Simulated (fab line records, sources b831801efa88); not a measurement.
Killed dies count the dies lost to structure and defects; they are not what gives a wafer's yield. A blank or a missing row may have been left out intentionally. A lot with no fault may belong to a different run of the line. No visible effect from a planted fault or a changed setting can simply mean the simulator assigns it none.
Commonality check across tools | flow gf180mcu | Sample size 11 lots and 33 wafers

## WHY IT WAS OPENED
Of 11 lots, 2 have the reading NSD_RS flagged at GF_PSD_RS_MEAS_14. No-fault wafers: 46.12 ohm/sq, standard deviation 0.085.
Rule: a lot gets a flag if all its wafers with a number sit over 4 standard deviations from that mean, or if no wafer of it has a number. All remaining lots are regarded as sound.

lot  | measured     | on            | NSD_RS (ohm/sq), wafer by wafer | flag
L132 | day 14 06:58 | film-metro-02 | 46.04 46.12 46.17               |
L133 | day 14 19:02 | film-metro-03 | 46.24 46.16 46.05               |
L136 | day 15 17:39 | film-metro-01 | 46.09 46.11 46.09               |
L137 | day 15 21:50 | film-metro-03 | 46.07 46.07 45.96               |
L138 | day 16 02:42 | film-metro-01 | 46.10 46.11 46.12               |
L139 | day 16 20:25 | film-metro-03 | 45.92 45.93 45.88               |
L140 | day 17 01:29 | film-metro-01 | 46.08 46.08 46.06               |
L142 | day 17 21:49 | film-metro-03 | 40.86 40.76 40.81               | FLAGGED
L147 | day 19 13:59 | film-metro-01 | 40.68 40.77 40.77               | FLAGGED
L149 | day 20 02:11 | film-metro-03 | 46.12 45.97 46.05               |
L152 | day 21 03:47 | film-metro-01 | 46.01 46.05 46.02               |
The numbers of the flagged lots are 40.77 ohm/sq on average: -5.34 ohm/sq against the usual, or -63 standard deviations.

## WHICH TOOL RAN EACH LOT
The record holds 3 process steps before the reading, out of a route of 602 steps. Read each cell as the tool, then ch plus the chambers that the sampled wafers visited, then the start.
lot  | flag    | GF_MVSD_STRIP_10                    | GF_NSD_IMPLANT_10               | GF_NSD_STRIP_11
L132 |         | plasma-asher-04 ch 0,1, day 4 11:38 | implanter-03 ch 0, day 13 09:18 | plasma-asher-01 ch 1, day 13 09:27
L133 |         | plasma-asher-03 ch 0,1, day 4 15:34 | implanter-04 ch 0, day 13 16:57 | plasma-asher-04 ch 0,1, day 13 17:05
L136 |         | plasma-asher-04 ch 0, day 5 08:20   | implanter-02 ch 0, day 14 19:42 | plasma-asher-01 ch 0, day 14 19:51
L137 |         | plasma-asher-01 ch 0,1, day 5 15:56 | implanter-04 ch 0, day 14 22:44 | plasma-asher-04 ch 0,1, day 14 22:53
L138 |         | plasma-asher-04 ch 0,1, day 5 20:04 | implanter-02 ch 0, day 15 03:59 | plasma-asher-02 ch 0,1, day 15 04:06
L139 |         | plasma-asher-01 ch 0, day 6 03:53   | implanter-03 ch 0, day 15 21:35 | plasma-asher-02 ch 0,1, day 15 21:44
L140 |         | plasma-asher-04 ch 0,1, day 6 09:26 | implanter-03 ch 0, day 16 02:11 | plasma-asher-01 ch 0,1, day 16 02:20
L142 | FLAGGED | plasma-asher-04 ch 0,1, day 6 20:24 | implanter-02 ch 0, day 16 22:02 | plasma-asher-01 ch 0,1, day 16 22:38
L147 | FLAGGED | plasma-asher-01 ch 0,1, day 8 01:28 | implanter-02 ch 0, day 18 13:38 | plasma-asher-04 ch 0,1, day 18 14:08
L149 |         | plasma-asher-01 ch 0, day 8 14:31   | implanter-04 ch 0, day 19 01:26 | plasma-asher-04 ch 0,1, day 19 01:35
L152 |         | plasma-asher-03 ch 0,1, day 9 05:53 | implanter-04 ch 0, day 20 02:33 | plasma-asher-02 ch 0,1, day 20 02:42
These steps, and what they do:
- GF_MVSD_STRIP_10: strips in O2/N2.
- GF_NSD_IMPLANT_10
- GF_NSD_STRIP_11: strips in O2/N2.
- GF_PSD_RS_MEAS_14: measures by four-point-probe.

## FLAGGED OVER TOTAL, TOOL BY TOOL (the gauges that took the reading come last)
step              | tool            | lots run | flagged | share of the flagged lots | sound lots run after its first flagged lot
GF_MVSD_STRIP_10  | plasma-asher-01 | 4        | 1       | some                      | 1 (L149)
GF_MVSD_STRIP_10  | plasma-asher-03 | 2        | 0       | none                      | -
GF_MVSD_STRIP_10  | plasma-asher-04 | 5        | 1       | some                      | 0
GF_NSD_IMPLANT_10 | implanter-02    | 4        | 2       | all                       | 0
GF_NSD_IMPLANT_10 | implanter-03    | 3        | 0       | none                      | -
GF_NSD_IMPLANT_10 | implanter-04    | 4        | 0       | none                      | -
GF_NSD_STRIP_11   | plasma-asher-01 | 4        | 1       | some                      | 0
GF_NSD_STRIP_11   | plasma-asher-02 | 3        | 0       | none                      | -
GF_NSD_STRIP_11   | plasma-asher-04 | 4        | 1       | some                      | 1 (L149)
GF_PSD_RS_MEAS_14 | film-metro-01   | 5        | 1       | some                      | 1 (L152)
GF_PSD_RS_MEAS_14 | film-metro-02   | 1        | 0       | none                      | -
GF_PSD_RS_MEAS_14 | film-metro-03   | 5        | 1       | some                      | 1 (L149)

## WHAT IS ALLOWED BY THE TABLE
All flagged lots share 1 row of the table, namely implanter-02 at GF_NSD_IMPLANT_10.
- implanter-02 at GF_NSD_IMPLANT_10: 2 of its 4 lots flagged. It ran its last sound lot, L138, at day 15 03:59 and its first flagged lot, L142, at day 16 22:02: a fault with its onset between the two fits.
implanter-02 at GF_NSD_IMPLANT_10 is the single tool remaining.

## WHAT HAD BEEN PUT IN BY THE SIMULATOR
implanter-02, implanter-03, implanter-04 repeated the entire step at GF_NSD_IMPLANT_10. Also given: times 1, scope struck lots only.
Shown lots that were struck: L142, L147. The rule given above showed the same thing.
